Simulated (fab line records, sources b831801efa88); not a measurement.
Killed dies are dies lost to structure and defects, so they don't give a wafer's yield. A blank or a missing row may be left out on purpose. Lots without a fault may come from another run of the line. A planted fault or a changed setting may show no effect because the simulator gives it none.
Chamber matching | flow sfq_line | SFQ_TRILAYER_I4_VIA_BARC_OPEN_VIA_ETCH_146 on rie_diel-04: 4 sister chambers
The step etches BARC in O2, target depth 125 nm, time 41.7 s. 4 wafers are shown with their chamber, then 8 later ones without.

WAFERS WITH THEIR CHAMBER
wafer  | chamber | drypump_motor_current_A (A)
L514.4 | 1       | 6.1
L514.5 | 3       | 5.9
L514.6 | 2       | 5.5
L515.1 | 0       | 5.4

WAFERS WITHOUT THEIR CHAMBER
wafer  | drypump_motor_current_A (A)
L515.5 | 5.9
L515.6 | 5.5
L517.1 | 5.5
L517.5 | 5.9
L517.6 | 5.4
L518.2 | 5.5
L518.4 | 6.2
L518.5 | 5.4

WHICH CHAMBER EACH WENT THROUGH
wafer  | from the rows above | in truth
L515.5 | 3                   | 3
L515.6 | 2                   | 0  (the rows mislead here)
L517.1 | 2                   | 2
L517.5 | 3                   | 3
L517.6 | 0                   | 0
L518.2 | 2                   | 2
L518.4 | 1                   | 1
L518.5 | 0                   | 0
Placed correctly: 7 of 8. Can't be placed from these rows: 0. Placed wrongly: 1.
How it was worked out, from the rows above alone: a wafer's distance from a chamber is the root of the sum, over the readings, of the square of ((its reading less the chamber's mean) divided by the reading's scatter). The wafer belongs to the nearest chamber; if the next one is less than 2 further off, it can't be placed. A chamber's mean is the mean of its shown wafers. The scatter: with one shown wafer a chamber, the root of the mean of the squares of how far each hidden wafer lies from its nearest shown one.
